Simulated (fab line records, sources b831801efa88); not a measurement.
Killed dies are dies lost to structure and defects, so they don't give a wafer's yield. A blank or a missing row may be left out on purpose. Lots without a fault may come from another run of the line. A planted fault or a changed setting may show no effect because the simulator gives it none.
One fault seen from 2 desks | flow gf180mcu | each desk has only its own numbers; what lay behind them comes last

THE METROLOGY DESK
What the gauges read, lot by lot, whatever tool the lot ran on: means of the sampled wafers that have a number. A lot is out of limits, marked OUT, if its mean lies more than 4 standard deviations from the usual mean; the brackets give that distance.
Columns: A = HV_LDD_2_TW at GF_HV_LDD_TW_MEAS_23, usual 1050
lot  | first seen here | A
L660 | day 10 19:54    | 1053
L662 | day 11 19:25    | 1049
L666 | day 12 18:12    | 1058
L670 | day 14 01:34    | 1051
L671 | day 14 08:51    | 1051
L672 | day 14 17:16    | 1047
L673 | day 14 21:27    | 1053
L674 | day 15 04:49    | 1054
L676 | day 15 21:36    | 1108 (+9.1) OUT
L677 | day 16 02:32    | 1048
L678 | day 16 08:58    | 1113 (+9.9) OUT
L679 | day 16 18:11    | 1116 (+10) OUT
This desk's finding: out of limits on L676, L678, L679; first on L676, day 15 21:36 (HV_LDD_2_TW at GF_HV_LDD_TW_MEAS_23). In limits: L660, L662, L666, L670, L671, L672, L673, L674, L677.

THE TOOL OWNER'S DESK: implanter-04
The tool's own readings at GF_HV_LDD_IMPLANT_21: means of the sampled wafers that have a number, for each lot that ran on this tool. A lot is out of limits, marked OUT, if its mean lies more than 4 standard deviations from the usual mean; the brackets give that distance.
Columns: A = beam_energy_keV at GF_HV_LDD_IMPLANT_21, usual 25.000
lot  | first seen here | A
L666 | day 12 17:59    | 24.996
L671 | day 14 08:36    | 24.995
L672 | day 14 17:02    | 24.999
L674 | day 15 04:36    | 24.993
L676 | day 15 21:20    | 30.663 (+99 or more) OUT
L678 | day 16 08:43    | 30.679 (+99 or more) OUT
L679 | day 16 17:58    | 30.660 (+99 or more) OUT
This desk's finding: out of limits on L676, L678, L679; first on L676, day 15 21:20 (beam_energy_keV at GF_HV_LDD_IMPLANT_21). In limits: L666, L671, L672, L674.

PUT TOGETHER
The tool owner's desk could have raised an alarm at day 15 21:20, on L676, L678, L679.
The metrology desk could have raised an alarm at day 15 21:36, on L676, L678, L679.
Of the lots named, all ran GF_HV_LDD_IMPLANT_21 on implanter-04.

WHAT THE SIMULATOR HAD PUT IN
Process parameter drift: implanter-04, from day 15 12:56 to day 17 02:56, at GF_HV_LDD_IMPLANT_21. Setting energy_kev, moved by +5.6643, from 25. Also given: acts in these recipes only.
Lots struck among those shown: L676, L678, L679.
Hours from the fault's start to each desk's first reading out of limits: the tool owner's desk, 8; the metrology desk, 9.
